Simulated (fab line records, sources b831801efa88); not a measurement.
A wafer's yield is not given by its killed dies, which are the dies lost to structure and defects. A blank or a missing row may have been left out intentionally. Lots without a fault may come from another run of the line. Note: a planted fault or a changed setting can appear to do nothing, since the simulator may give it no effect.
Comparing a struck lot with a sound one + flow sfq_line + 28 out of 325 route steps
Sound: wafers L703.2, L703.5, L703.6. Struck: wafers L699.1, L699.4 (left out: L699.6, a lot-mate that was not struck); the cause follows at the end.
At each step with rows: each side's tool, then ch and its chambers, then its first start. Under that, the readings that differ: sound wafers + struck wafers + difference of the means + sigmas: that difference in standard deviations of wafers without a fault.
alike: readings with means less than 2 such deviations apart, plus words and numbers identical on both sides. not compared: withheld readings, readings lacking a value on some wafer, bounds such as >300 that could conceal the same value, and numbers that have no deviation in the record and whose values overlap.
The two part at a step that has a row with sigmas, a row that says differs or no value, or rows on one side only. Numbers that have no deviation but don't overlap get no sigmas and don't part them. A reading that every wafer of one side lacks parts them only if that side has two wafers or more.

first, 6 steps without rows for these wafers: SFQ_TRILAYER_M6_LITHO_COAT_164 (resist thk 62 nm); SFQ_TRILAYER_M6_LITHO_COAT_159 (resist thk 600 nm); SFQ_TRILAYER_M6_LITHO_SOFTBAKE_163; SFQ_TRILAYER_M6_LITHO_EXPOSE_160 (exposes mask M6, target cd 500 nm); SFQ_TRILAYER_M6_LITHO_PEB_162 (peb time 60 s); SFQ_TRILAYER_M6_LITHO_DEVELOP_161 (time 60 s).
SFQ_M6_OVL_MEAS_940:
  sound on overlay-01, day 78 01:59; struck on overlay-01, day 77 21:10
  alike: M6_OVL
then, 2 steps without rows for these wafers: SFQ_TRILAYER_M6_BARC_OPEN_METAL_ETCH_206 (etches BARC in O2, target depth 125 nm, time 41.7 s); SFQ_TRILAYER_M6_ETCH_METAL_ETCH_162 (etches Nb in Cl2/Ar, stops on SiO2, target depth 240 nm, time 120 s).
SFQ_TRILAYER_M6_STRIP_STRIP_163: strips in O2.
  sound on rie_metal-01 ch 0,1, day 78 02:11; struck on rie_metal-02 ch 1, day 77 21:23
| reading                     | sound             | struck      | difference | sigmas |
|-----------------------------|-------------------|-------------|------------|--------|
| drypump_motor_current_A (A) | 5.9 5.8 5.9       | 6.8 6.8     | +0.9       | +2     |
| oes_product_au (a.u.)       | 0.993 0.994 0.998 | 1.014 1.016 | +0.020     | +3     |
  alike: chamber_pressure_mTorr
  not compared: rf_hours_counter_h
then, 1 step without rows for these wafers: SFQ_TRILAYER_M6_STRIP_SOLV_CLEAN_164 (cleans in NMP, time 600 s).
SFQ_TRILAYER_I6_DEP_PECVD_165: deposits SiO2 from SiH4/N2O, time 111.11 s, target thk 500 nm.
  sound on pecvd-03 ch 0,2, day 78 02:58; struck on pecvd-02 ch 1,2, day 77 22:10
  alike: heater_power_w, susceptor_temp_C, throttle_valve_pct
SFQ_TRILAYER_I6_CMP_CMP_166: polishes SiO2.
  sound on cmp-02 ch 0,1,2, day 78 19:20; struck on cmp-01 ch 0,1, day 78 09:03
| reading                                             | sound             | struck      | difference | sigmas |
|-----------------------------------------------------|-------------------|-------------|------------|--------|
| slurry_flow_ml_min                                  | 150.2 151.6 150.3 | 150.0 149.6 | -0.9       | -2     |
| time_to_endpoint_s (s)                              | 213 220 216       | 191 194     | -24        | -4     |
| model.SiO2_of_TRILAYER_I6_DEP_PECVD_165.thk_nm (nm) | 199.4 201 199.2   | 220.5 219.5 | +20.1      |        |
  alike: motor_current_A
SFQ_I6_BOW_MEAS_941:
  sound on film_metro-01, day 78 20:52; struck on film_metro-04, day 78 11:33
  alike: I6_BOW
SFQ_TRILAYER_I6_METRO_MEASURE_167:
  sound on film_metro-01, day 78 21:10; struck on film_metro-04, day 78 11:40
| reading     | sound             | struck      | difference | sigmas |
|-------------|-------------------|-------------|------------|--------|
| thk_nm (nm) | 199.5 201.2 199.0 | 220.5 219.6 | +20.2      | +22    |
then, 6 steps without rows for these wafers: SFQ_TRILAYER_I6_VIA_LITHO_COAT_174 (resist thk 62 nm); SFQ_TRILAYER_I6_VIA_LITHO_COAT_169 (resist thk 650 nm); SFQ_TRILAYER_I6_VIA_LITHO_SOFTBAKE_173; SFQ_TRILAYER_I6_VIA_LITHO_EXPOSE_170 (exposes mask I6, target cd 700 nm); SFQ_TRILAYER_I6_VIA_LITHO_PEB_172 (peb time 60 s); SFQ_TRILAYER_I6_VIA_LITHO_DEVELOP_171 (time 60 s).
SFQ_I6_OVL_MEAS_942:
  sound on overlay-02, day 79 20:49; struck on overlay-02, day 79 15:16
  alike: I6_OVL
SFQ_TRILAYER_I6_VIA_BARC_OPEN_VIA_ETCH_235: etches BARC in O2, target depth 125 nm, time 41.7 s.
  sound on rie_diel-03 ch 1,2,3, day 79 20:50; struck on rie_diel-02 ch 0,1, day 79 15:17
  alike: bias_w, chamber_pressure_mTorr, drypump_motor_current_A, oes_product_au
  not compared: rf_hours_counter_h
SFQ_TRILAYER_I6_VIA_ETCH_VIA_ETCH_172: etches SiO2 in CHF3, stops on Nb, target depth 260 nm.
  sound on rie_diel-03 ch 1,2,3, day 79 20:53; struck on rie_diel-02 ch 0,1, day 79 15:20
| reading                        | sound             | struck      | difference | sigmas |
|--------------------------------|-------------------|-------------|------------|--------|
| oes_product_au (a.u.)          | 0.847 0.863 0.854 | 0.906 0.902 | +0.049     | +10    |
| model.etch.depth_nm (nm)       | 199.4 201 199.2   | 220.5 219.5 | +20.1      |        |
| model.I6.feature_depth_nm (nm) | 199.4 201 199.2   | 220.5 219.5 | +20.1      |        |
  alike: bias_w, chamber_pressure_mTorr, drypump_motor_current_A
SFQ_TRILAYER_I6_VIA_STRIP_STRIP_173: strips in O2.
  sound on rie_metal-04 ch 0,1, day 79 21:00; struck on rie_metal-03 ch 0, day 79 15:27
| reading               | sound             | struck      | difference | sigmas |
|-----------------------|-------------------|-------------|------------|--------|
| oes_product_au (a.u.) | 1.008 1.002 1.015 | 0.985 0.998 | -0.017     | -2     |
  alike: chamber_pressure_mTorr, drypump_motor_current_A
  not compared: rf_hours_counter_h
then, 1 step without rows for these wafers: SFQ_TRILAYER_I6_VIA_STRIP_SOLV_CLEAN_174 (cleans in NMP, time 600 s).
SFQ_TRILAYER_M7_DEP_PRE_CLEAN_176: time 22.5 s.
  sound on pvd_sputter-05, day 79 21:47; struck on pvd_sputter-05, day 79 16:13
| reading                                             | sound             | struck  | difference | sigmas |
|-----------------------------------------------------|-------------------|---------|------------|--------|
| model.SiO2_of_TRILAYER_I6_DEP_PECVD_165.thk_nm (nm) | 191.9 193.5 191.7 | 213 212 | +20        |        |
SFQ_TRILAYER_M7_DEP_SPUTTER_175: material Nb, target thk 200 nm, time 133.3 s.
  sound on pvd_sputter-05, day 79 21:49; struck on pvd_sputter-05, day 79 16:15
  alike: throttle_valve_pct

== WHERE THEY PART ==
Earliest at SFQ_TRILAYER_M6_STRIP_STRIP_163; latest, in this record, at SFQ_TRILAYER_I6_VIA_STRIP_STRIP_173. Later steps at which nothing parts them and some readings are alike: SFQ_TRILAYER_M7_DEP_SPUTTER_175.

WHY: the cause the simulator had injected
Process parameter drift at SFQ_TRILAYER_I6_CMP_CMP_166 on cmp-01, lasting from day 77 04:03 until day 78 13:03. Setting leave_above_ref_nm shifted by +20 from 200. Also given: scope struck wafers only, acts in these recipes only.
